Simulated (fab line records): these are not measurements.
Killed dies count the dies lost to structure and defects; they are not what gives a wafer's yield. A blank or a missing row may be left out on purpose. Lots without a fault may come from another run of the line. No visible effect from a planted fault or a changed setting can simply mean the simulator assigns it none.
A lot that was struck, set against a sound lot || flow sky130 || 43 out of 708 route steps
Sound: the wafers L982.1, L982.2, L982.6. Struck: wafer L987.6 (left out: L987.2, L987.5 of the same lot, which were not struck); the cause appears at the end.
Order at every step that has rows: each side's tool, ch and its chambers, its first start. Under that, the readings that differ: sound wafers || struck wafers || difference of the means || sigmas: that difference in standard deviations of wafers without a fault.
alike: readings with means less than 2 such deviations apart, plus words and numbers identical on both sides. not compared: withheld readings, readings lacking a value on some wafer, bounds such as >300 that could conceal the same value, and numbers that have no deviation in the record and whose values overlap.
A row with sigmas, a row that says differs or no value, or rows on one side alone: a step with any of these is where the two part. Numbers that have no deviation but don't overlap get no sigmas and don't part them. A reading missing from all wafers of one side parts the sides only when that side holds two or more wafers.

first, 1 step without rows for these wafers: SKY_VIA1_CMP_02 (polishes SiO2).
SKY_VIA1_BOW_MEAS_03:
  struck on film-metro-02, day 36 14:25; sound on film-metro-02, day 34 23:50
  alike: VIA1_BOW
then, 8 steps without rows for these wafers: SKY_VIA1_DEHYDRATE_04 (time 60 s); SKY_VIA1_HMDS_05 (prime time 60 s); SKY_VIA1_COAT_06 (resist thk 60 nm); SKY_VIA1_COAT_07 (resist thk 450 nm); SKY_VIA1_SOFTBAKE_08 (time 90 s); SKY_VIA1_EXPOSE_09 (exposes mask VIM, target cd 150 nm); SKY_VIA1_PEB_10; SKY_VIA1_DEVELOP_11 (develop time 60 s).
SKY_VIA1_CD_MEAS_12: the cd target is 150 nm.
  struck on cd-sem-01, day 37 16:59; sound on cd-sem-02, day 36 02:17
{"reading": "cd-nm (nm)", "sound": "153.2 154.0 153.5", "struck": 149.1, "difference": -4.5, "sigmas": -2}
SKY_VIA1_OVL_MEAS_13:
  struck on overlay-02, day 37 17:05; sound on overlay-01, day 36 02:25
  alike: VIA1_OVL
SKY_VIA1_ETCH_14: etches BARC in N2/H2, stops on SiO2, time 45.9 s, target depth 60 nm.
  sound on rie-diel-01 ch 1,2, day 36 02:27; struck on rie-diel-04 ch 1, day 37 17:07
  alike: drypump-motor-current-A, oes-product-au, throttle-valve-pct
  not compared: rf-hours-counter-h
then, 1 step without rows for these wafers: SKY_VIA1_ETCH_15 (etches SiO2 in C4F8/O2/Ar, stops on TiN, target depth 351 nm, time 54 s).
SKY_VIA1_STRIP_16: strips in O2/N2.
  sound on plasma-asher-04 ch 0,1, day 36 02:32; struck on plasma-asher-04 ch 0, day 37 17:12
  alike: drypump-motor-current-A, oes-product-au, strip-time-to-endpoint-s
  not compared: rf-hours-counter-h
then, 5 steps without rows for these wafers: SKY_VIA1_STRIP_17 (strips in post etch residue remover, time 1200 s); SKY_VIA1_CLEAN_18 (cleans in IPA, time 180 s); SKY_VIA1_CLEAN_19 (cleans in O3/DIW); SKY_VIA1_SPUTTER_20 (material TiN, target thk 20 nm, time 80 s); SKY_VIA1_CVD_21 (deposits W, target thk 270 nm, time 80.902 s).
SKY_VIA1_RS_MEAS_22: measures by four-point-probe.
  struck on film-metro-02, day 37 18:04; sound on film-metro-04, day 36 03:17
  alike: VIA1_W_RS
SKY_VIA1_THK_MEAS_23: measures by xrf.
  struck on film-metro-02, day 37 18:11; sound on film-metro-04, day 36 03:24
  alike: VIA1_W_THK
SKY_VIA1_CMP_24: polishes, stops on SiO2, t overpolish 15 s, target thk 0 nm.
  sound on cmp-01 ch 0,2,3, day 36 03:28; struck on cmp-02 ch 3, day 37 18:20
  alike: motor-current-A, overpolish-run-s, retaining-ring-pressure-frac, time-to-endpoint-s
SKY_METAL2_SPUTTER_00: material Ti, target thk 15 nm, time 10 s.
  struck on pvd-sputter-02, day 37 18:32; sound on pvd-sputter-02, day 36 03:46
  alike: throttle-valve-pct
then, 1 step without rows for these wafers: SKY_METAL2_SPUTTER_01 (material TiN, target thk 20 nm, time 16.7 s).
SKY_METAL2_SPUTTER_02: material AlCu, target thk 250 nm, time 13.3 s.
  struck on pvd-sputter-02, day 37 18:35; sound on pvd-sputter-02, day 36 03:49
  alike: throttle-valve-pct
SKY_METAL2_SPUTTER_03: material Ti, target thk 5 nm, time 3.3 s.
  struck on pvd-sputter-02, day 37 18:36; sound on pvd-sputter-02, day 36 03:50
  alike: throttle-valve-pct
then, 1 step without rows for these wafers: SKY_METAL2_SPUTTER_04 (material TiN, target thk 70 nm, time 58.3 s).
SKY_METAL2_RS_MEAS_05: measures by four-point-probe.
  struck on film-metro-01, day 37 18:41; sound on film-metro-02, day 36 03:54
  alike: METAL2_ALCU_RS
SKY_METAL2_THK_MEAS_06: measures by xrf.
  struck on film-metro-01, day 37 18:48; sound on film-metro-02, day 36 04:01
  alike: METAL2_ALCU_THK
then, 8 steps without rows for these wafers: SKY_METAL2_DEHYDRATE_07 (time 60 s); SKY_METAL2_HMDS_08 (prime time 60 s); SKY_METAL2_COAT_09 (resist thk 60 nm); SKY_METAL2_COAT_10 (resist thk 450 nm); SKY_METAL2_SOFTBAKE_11 (time 90 s); SKY_METAL2_EXPOSE_12 (exposes mask MM2, target cd 140 nm); SKY_METAL2_PEB_13; SKY_METAL2_DEVELOP_14 (develop time 60 s).
SKY_METAL2_CD_MEAS_15: the cd target is 140 nm.
  struck on cd-sem-01, day 38 20:07; sound on cd-sem-02, day 37 05:27
  alike: cd-nm
SKY_METAL2_OVL_MEAS_16:
  struck on overlay-02, day 38 20:13; sound on overlay-01, day 37 05:34
  alike: METAL2_OVL
then, 2 steps without rows for these wafers: SKY_METAL2_DESCUM_17 (chemistry O2, time 8 s); SKY_METAL2_ETCH_18 (etches BARC in N2/H2, stops on SiO2, time 45.9 s, target depth 60 nm).
-- the record jumps here: 10 days lie between the struck wafers' starts before and after (it left off in module METAL2 and takes up again in module PAD_OPEN, whose first step shown is number 708 of the route) --
SKY_PAD_OPEN_PROBE_99:
  struck on prober-01, day 48 17:10; sound on prober-01, day 47 11:22
{"reading": "killed_at_M0_to_M3", "sound": "57 38 38", "struck": 66, "difference": "+22", "sigmas": "+3"}
{"reading": "sort_bin_3_pad_short (%)", "sound": "0.2 1.0 0.6", "struck": 2.2, "difference": "+1.6", "sigmas": "+4"}
{"reading": "model.etest.tester.sort_bin_5_pct (%)", "sound": "12.2 8.943 10.37", "struck": 13.21, "difference": "+2.71", "sigmas": ""}
{"reading": "model.etest.tester.sort_bin_3_pct (%)", "sound": "0.2033 1.016 0.6098", "struck": 2.236, "difference": "+1.626", "sigmas": ""}
  alike: defect-limited-yield, killed_at_M4_up, killed-at-contacts, killed-at-front-end, killed-at-other, killed-dies, killed-open, killed-short, sort_bin_5_function, sort_bin_6_memory, sort-n-pass, sort-yield-pct
  not compared: model.etest.tester.sort-n-pass, model.etest.tester.sort-yield-pct

## WHERE THEY PART
Last at SKY_PAD_OPEN_PROBE_99 as far as this record goes, first at SKY_VIA1_CD_MEAS_12.

WHY: what had been put in by the simulator
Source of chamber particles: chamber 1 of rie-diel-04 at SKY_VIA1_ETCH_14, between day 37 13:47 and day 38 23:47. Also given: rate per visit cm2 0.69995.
